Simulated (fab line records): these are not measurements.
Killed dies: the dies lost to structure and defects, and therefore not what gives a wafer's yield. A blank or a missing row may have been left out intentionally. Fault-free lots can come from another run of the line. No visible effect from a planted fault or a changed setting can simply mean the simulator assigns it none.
Matching of chambers :: flow gf180mcu :: GF_V2_ETCH_16 on rie-diel-02: 4 sister chambers
The step etches BARC in N2/H2. 8 wafers are shown with their chamber, then 7 later ones without.

== WAFERS PAIRED WITH THEIR CHAMBERS ==
wafer: L963.1
chamber: 1
drypump-motor-current-A (A): 5.8
rf-fwd-power-W (W): 497.8

wafer: L964.4
chamber: 3
drypump-motor-current-A (A): 6.2
rf-fwd-power-W (W): 494.8

wafer: L964.6
chamber: 2
drypump-motor-current-A (A): 5.7
rf-fwd-power-W (W): 499.6

wafer: L968.1
chamber: 0
drypump-motor-current-A (A): 5.8
rf-fwd-power-W (W): 491.0

wafer: L968.3
chamber: 2
drypump-motor-current-A (A): 5.8
rf-fwd-power-W (W): 495.5

wafer: L968.4
chamber: 3
drypump-motor-current-A (A): 6.2
rf-fwd-power-W (W): 493.9

wafer: L978.2
chamber: 1
drypump-motor-current-A (A): 5.7
rf-fwd-power-W (W): 496.2

wafer: L978.4
chamber: 0
drypump-motor-current-A (A): 5.7
rf-fwd-power-W (W): 492.4

== WAFERS WITHOUT THEIR CHAMBER ==
wafer: L978.6
drypump-motor-current-A (A): 5.7
rf-fwd-power-W (W): 497.9

wafer: L979.2
drypump-motor-current-A (A): 5.8
rf-fwd-power-W (W): 497.8

wafer: L979.5
drypump-motor-current-A (A): 5.8
rf-fwd-power-W (W): 497.4

wafer: L979.6
drypump-motor-current-A (A): 6.2
rf-fwd-power-W (W): 493.6

wafer: L981.1
drypump-motor-current-A (A): 5.7
rf-fwd-power-W (W): 492.5

wafer: L981.5
drypump-motor-current-A (A): 5.8
rf-fwd-power-W (W): 493.7

wafer: L981.6
drypump-motor-current-A (A): 6.3
rf-fwd-power-W (W): 497.0

== WHICH CHAMBER EACH WENT THROUGH ==
wafer: L978.6
from the rows above: can't be placed: 2 or 1
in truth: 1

wafer: L979.2
from the rows above: can't be placed: 2 or 1
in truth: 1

wafer: L979.5
from the rows above: can't be placed: 2 or 1
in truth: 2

wafer: L979.6
from the rows above: 3
in truth: 3

wafer: L981.1
from the rows above: can't be placed: 0 or 1
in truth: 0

wafer: L981.5
from the rows above: can't be placed: 0 or 1 or 2
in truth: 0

wafer: L981.6
from the rows above: 3
in truth: 3
2 of 7 placed correctly. From these rows, 5 cannot be placed; in 5 the true chamber is one of the candidates. Wrongly placed: 0.
How it was worked out, from the rows above alone: a wafer's distance from a chamber is the root of the sum, over the readings, of the square of ((its reading less the chamber's mean) divided by the reading's scatter). If the next closest chamber is less than 2 further off than the closest, the wafer can't be placed; otherwise it belongs to the closest. The mean given for a chamber averages the wafers shown for that chamber. The scatter: take each reading less its chamber's mean, square it, sum over the shown wafers, divide by the number of wafers less the number of chambers, and take the root.
